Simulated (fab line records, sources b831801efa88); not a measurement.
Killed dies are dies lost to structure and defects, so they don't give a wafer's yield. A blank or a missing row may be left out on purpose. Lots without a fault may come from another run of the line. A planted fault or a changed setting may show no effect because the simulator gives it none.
Which tool did it? | flow sky130 | 10 lots, 30 wafers sampled, at 5 steps of a route of 708

WHAT THE GAUGES READ, wafer by wafer
SKY_LDD_N_TW_MEAS_17.
lot  | measured     | on            | LDD_N_TW
L212 | day 18 03:00 | film_metro-02 | 2601 2588 2601
L216 | day 19 11:25 | film_metro-02 | 2601 2602 2592
L218 | day 20 13:45 | film_metro-01 | 2588 2574 2586
L221 | day 21 04:58 | film_metro-02 | 2596 2602 2598
L222 | day 21 18:02 | film_metro-01 | 2577 2572 2578
L223 | day 22 04:40 | film_metro-02 | 2592 2600 2602
L224 | day 22 08:43 | film_metro-01 | 2582 2584 2592
L229 | day 24 02:15 | film_metro-04 | 2612 2606 2611
L231 | day 24 19:36 | film_metro-04 | 2685 2683 2677 2678 2681 2686
L234 | day 25 11:28 | film_metro-02 | 2664 2668 2668

WHICH TOOL RAN EACH LOT (tool, then ch and the chambers of the sampled wafers, then the start)
lot  | SKY_VT_ADJUST_PCH_STRIP_09           | SKY_RES_PROTECT_STRIP_07             | SKY_LDD_N_IMPLANT_11            | SKY_LDD_N_STRIP_16
L212 | plasma_asher-04 ch 0,1, day 10 06:21 | plasma_asher-01 ch 0,1, day 15 11:31 | implanter-01 ch 0, day 18 02:09 | plasma_asher-03 ch 0,1, day 18 02:54
L216 | plasma_asher-01 ch 0,1, day 11 17:48 | plasma_asher-03 ch 0,1, day 16 16:01 | implanter-02 ch 0, day 19 10:35 | plasma_asher-02 ch 0,1, day 19 11:18
L218 | plasma_asher-01 ch 0,1, day 12 11:23 | plasma_asher-03 ch 0,1, day 17 18:27 | implanter-02 ch 0, day 20 12:56 | plasma_asher-04 ch 0,1, day 20 13:39
L221 | plasma_asher-01 ch 0,1, day 13 08:05 | plasma_asher-02 ch 0,1, day 18 11:18 | implanter-01 ch 0, day 21 04:10 | plasma_asher-03 ch 0,1, day 21 04:52
L222 | plasma_asher-02 ch 0,1, day 13 13:32 | plasma_asher-03 ch 0,1, day 18 21:45 | implanter-04 ch 0, day 21 17:13 | plasma_asher-03 ch 0,1, day 21 17:57
L223 | plasma_asher-02 ch 0,1, day 14 02:11 | plasma_asher-03 ch 0,1, day 19 07:16 | implanter-01 ch 0, day 22 03:51 | plasma_asher-02 ch 0,1, day 22 04:35
L224 | plasma_asher-04 ch 1, day 14 07:55   | plasma_asher-01 ch 0,1, day 19 14:40 | implanter-04 ch 0, day 22 07:52 | plasma_asher-04 ch 0, day 22 08:37
L229 | plasma_asher-01 ch 0, day 15 21:25   | plasma_asher-03 ch 0,1, day 21 08:31 | implanter-02 ch 0, day 24 01:24 | plasma_asher-04 ch 0,1, day 24 02:09
L231 | plasma_asher-02 ch 0,1, day 16 11:48 | plasma_asher-02 ch 0,1, day 22 03:10 | implanter-02 ch 0, day 24 18:45 | plasma_asher-04 ch 0,1, day 24 19:30
L234 | plasma_asher-04 ch 0,1, day 17 06:14 | plasma_asher-01 ch 0,1, day 22 19:51 | implanter-02 ch 0, day 25 10:39 | plasma_asher-04 ch 0,1, day 25 11:23
- SKY_VT_ADJUST_PCH_STRIP_09: strips in O2/N2.
- SKY_RES_PROTECT_STRIP_07: strips in O2/N2.
- SKY_LDD_N_IMPLANT_11
- SKY_LDD_N_STRIP_16: strips in O2/N2.

THE ANSWER, worked out from the rows above alone
Rule: what is usual is taken from the lots themselves. Put in order of their means at a reading, lots are off if they are a third of the lots or fewer, leave a main group of 4 or more, and stand apart from it by a gap of 3 or more times the standard deviation of the main group's means; of several such gaps the widest counts. A main group whose means are all the same, to the digits that the tables above print for the reading, isn't used. A lot without any number at a reading at which 4 lots or more have one is off too. The other lots that the step has rows for count as sound.
Off: L231, L234, at SKY_LDD_N_TW_MEAS_17 (LDD_N_TW). The main group: mean 2593, standard deviation 10.
A tool fits if, at a process step before that reading, it ran every lot that is off, and no sound lot after the first of them. The gauges at SKY_LDD_N_TW_MEAS_17 are tried like those tools. Can't be told from this: 2 tools fit, implanter-02 at SKY_LDD_N_IMPLANT_11, plasma_asher-04 at SKY_LDD_N_STRIP_16.

WHAT THE SIMULATOR HAD PUT IN
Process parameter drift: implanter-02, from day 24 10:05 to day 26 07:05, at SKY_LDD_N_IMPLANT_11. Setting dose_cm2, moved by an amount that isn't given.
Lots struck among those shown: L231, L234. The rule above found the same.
